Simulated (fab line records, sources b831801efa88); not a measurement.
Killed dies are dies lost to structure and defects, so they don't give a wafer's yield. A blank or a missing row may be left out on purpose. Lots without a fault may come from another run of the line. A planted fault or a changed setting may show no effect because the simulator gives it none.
Which tool did it? | flow sky130 | 13 lots, 39 wafers sampled, at 2 steps of a route of 708

WHAT THE GAUGES READ, wafer by wafer
SKY_NWELL_THK_MEAS_02.
lot  | measured    | on            | NWELL_OXIDATION_THK (nm)
L566 | day 2 16:26 | film_metro-01 | 9.82 9.94 9.67
L567 | day 2 16:26 | film_metro-02 | 9.75 9.76 9.88
L570 | day 3 12:42 | film_metro-02 | 9.87 9.90 9.71
L572 | day 3 20:02 | film_metro-04 | 10.23 10.05 10.02
L573 | day 3 21:51 | film_metro-04 | 10.48 10.29 10.24
L579 | day 5 10:49 | film_metro-02 | 9.86 9.94 10.02
L581 | day 5 18:57 | film_metro-01 | 10.20 10.27 10.23
L582 | day 6 01:10 | film_metro-01 | 10.33 10.20 10.20
L583 | day 6 04:52 | film_metro-02 | 10.09 10.00 9.93
L584 | day 6 10:23 | film_metro-01 | 9.91 9.58 9.82
L585 | day 6 13:35 | film_metro-04 | 9.98 9.81 9.90
L586 | day 7 00:58 | film_metro-01 | 10.17 10.09 9.98
L589 | day 7 22:04 | film_metro-02 | 9.55 9.53 9.61

SKY_DNWELL_TW_MEAS_09.
lot  | measured    | on            | DNWELL_TW
L566 | day 3 07:52 | film_metro-02 | 1117 1112 1108
L567 | day 3 07:33 | film_metro-04 | 1127 1121 1132
L570 | day 4 05:55 | film_metro-02 | 1115 1120 1115
L572 | day 4 12:40 | film_metro-04 | 1127 1131 1129
L573 | day 4 15:03 | film_metro-02 | 1109 1112 1111
L579 | day 6 05:04 | film_metro-04 | 1133 1135 1137
L581 | day 6 14:07 | film_metro-01 | 1121 1116 1121
L582 | day 6 20:15 | film_metro-01 | 1123 1112 1118
L583 | day 7 00:04 | film_metro-01 | 1115 1127 1129
L584 | day 7 05:06 | film_metro-01 | 1128 1128 1127
L585 | day 7 08:47 | film_metro-04 | 1126 1135 1136
L586 | day 7 20:09 | film_metro-02 | 1119 1116 1117
L589 | day 8 18:16 | film_metro-04 | 1127 1123 1131

WHICH TOOL RAN EACH LOT (tool, then ch and the chambers of the sampled wafers, then the start)
The record holds no process step before these readings.

WHAT THE TOOLS THEMSELVES READ (means of the sampled wafers that have a number; where no wafer has one, the mark that the record gives instead)
The record holds no such reading with a usual standard deviation.

THE ANSWER, worked out from the rows above alone
Rule: what is usual is taken from the lots themselves. Put in order of their means at a reading, lots are off if they are a third of the lots or fewer, leave a main group of 4 or more, and stand apart from it by a gap of 3 or more times the standard deviation of the main group's means; of several such gaps the widest counts. A main group whose means are all the same, to the digits that the tables above print for the reading, isn't used. A lot without any number at a reading at which 4 lots or more have one is off too. The other lots that the step has rows for count as sound. The gauges are gone through in route order, then the tools' own readings, and for those a lot's mean is taken as printed above. The first step at which some lot is off is used, and at that step the reading that is off furthest; a lot without a number counts as furthest.
No lot is off at any reading shown: from this, nothing can be told.

WHAT THE SIMULATOR HAD PUT IN
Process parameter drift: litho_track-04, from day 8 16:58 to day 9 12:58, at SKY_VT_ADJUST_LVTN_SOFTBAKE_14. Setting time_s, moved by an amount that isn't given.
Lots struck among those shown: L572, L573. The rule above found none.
